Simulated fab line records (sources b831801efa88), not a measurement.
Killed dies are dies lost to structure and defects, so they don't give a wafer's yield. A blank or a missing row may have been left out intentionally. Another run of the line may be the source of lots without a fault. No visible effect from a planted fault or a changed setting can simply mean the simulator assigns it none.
Comparing a struck lot with a sound one ; flow sky130 ; 27 steps out of a route of 708
Sound: these wafers, L301.1, L301.2, L301.4. Wafers L308.1, L308.2, L308.5 were the ones struck. The cause is given at the end.
For every step that has rows: the tool of each side, followed by ch and its chambers, followed by its first start. Under that, the readings that differ: sound wafers ; struck wafers ; difference of the means ; sigmas: that difference in standard deviations of wafers without a fault.
alike: same words and numbers on both sides, and readings whose means sit less than 2 such deviations apart. not compared: any withheld reading, any reading some wafer has no value for, any bound like >300 that may hide the same value, and any number with overlapping values for which the record gives no deviation.
The two part at a step that has a row with sigmas, a row that says differs or no value, or rows on one side only. Numbers that have no deviation but don't overlap get no sigmas and don't part them. Lack of a reading on every wafer of one side parts them only where that side has two or more wafers.

first, 3 steps without rows for these wafers: SKY_LDD_N_EXPOSE_04 (exposes mask NTM, target cd 840 nm); SKY_LDD_N_PEB_05; SKY_LDD_N_DEVELOP_06 (develop time 60 s).
SKY_LDD_N_OVL_MEAS_07:
  sound: overlay-02 at day 17 23:57; struck: overlay-01 at day 20 11:45
  alike: LDD_N_OVL
then, 8 steps without rows for these wafers: SKY_LDD_N_IMPLANT_08; SKY_LDD_N_IMPLANT_09; SKY_LDD_N_IMPLANT_10; SKY_LDD_N_IMPLANT_11; SKY_LDD_N_IMPLANT_12; SKY_LDD_N_IMPLANT_13; SKY_LDD_N_IMPLANT_14; SKY_LDD_N_IMPLANT_15.
SKY_LDD_N_STRIP_16: strips in O2/N2.
  sound on plasma_asher-03 ch 0,1, day 18 01:11; struck on plasma_asher-03 ch 0,1, day 20 12:59
  no value came back on the struck wafers for chamber_pressure_mTorr (mTorr), drypump_motor_current_A (A), oes_product_au (a.u.), strip_time_to_endpoint_s (s); on the sound wafers chamber_pressure_mTorr (mTorr) reads 1502.1 1500.5 1499.1
reading;sound;struck;difference;sigmas
model.NOVOLAK_of_LDD_N_COAT_02.thk_nm (nm);0 0 0;300.2 300.3 300.4;+300.3;
  not compared: rf_hours_counter_h
SKY_LDD_N_TW_MEAS_17:
  sound: film_metro-01 at day 18 01:17; struck: film_metro-01 at day 20 13:05
  alike: LDD_N_TW
then, 7 steps without rows for these wafers: SKY_LDD_P_DEHYDRATE_00 (time 60 s); SKY_LDD_P_HMDS_01 (prime time 60 s); SKY_LDD_P_COAT_02 (resist thk 1140 nm); SKY_LDD_P_SOFTBAKE_03 (time 60 s); SKY_LDD_P_EXPOSE_04 (exposes mask PSDM, target cd 380 nm); SKY_LDD_P_PEB_05; SKY_LDD_P_DEVELOP_06 (develop time 60 s).
SKY_LDD_P_CD_MEAS_07 targets a cd of 380 nm.
  sound: cd_sem-02 at day 19 05:54; struck: cd_sem-01 at day 21 17:36
  alike: cd_nm
SKY_LDD_P_OVL_MEAS_08:
  sound: overlay-01 at day 19 06:01; struck: overlay-01 at day 21 17:43
  alike: LDD_P_OVL
next, for these wafers, 1 step has no rows: SKY_LDD_P_IMPLANT_09.
SKY_LDD_P_STRIP_10: strips in O2/N2.
  sound on plasma_asher-04 ch 0,1, day 19 06:12; struck on plasma_asher-04 ch 0,1, day 21 17:54
reading;sound;struck;difference;sigmas
strip_time_to_endpoint_s (s);14.16 14.17 14.18;18.74 18.73 18.74;+4.57;+99 or more
  alike: chamber_pressure_mTorr, drypump_motor_current_A, oes_product_au
  not compared: rf_hours_counter_h
SKY_LDD_P_TW_MEAS_11:
  sound: film_metro-03 at day 19 06:18; struck: film_metro-03 at day 21 18:14
reading;sound;struck;difference;sigmas
LDD_P_TW;632.1 631.6 628.6;29.6 29.6 29.5;-601.2;-99 or more
  not compared: hold
next, for these wafers, 1 step has no rows: SKY_PAD_OPEN_PROBE_99.

== WHERE THEY PART ==
At SKY_LDD_N_STRIP_16 first; at SKY_LDD_P_TW_MEAS_11 last (within this record only).

WHY: the cause the simulator had injected
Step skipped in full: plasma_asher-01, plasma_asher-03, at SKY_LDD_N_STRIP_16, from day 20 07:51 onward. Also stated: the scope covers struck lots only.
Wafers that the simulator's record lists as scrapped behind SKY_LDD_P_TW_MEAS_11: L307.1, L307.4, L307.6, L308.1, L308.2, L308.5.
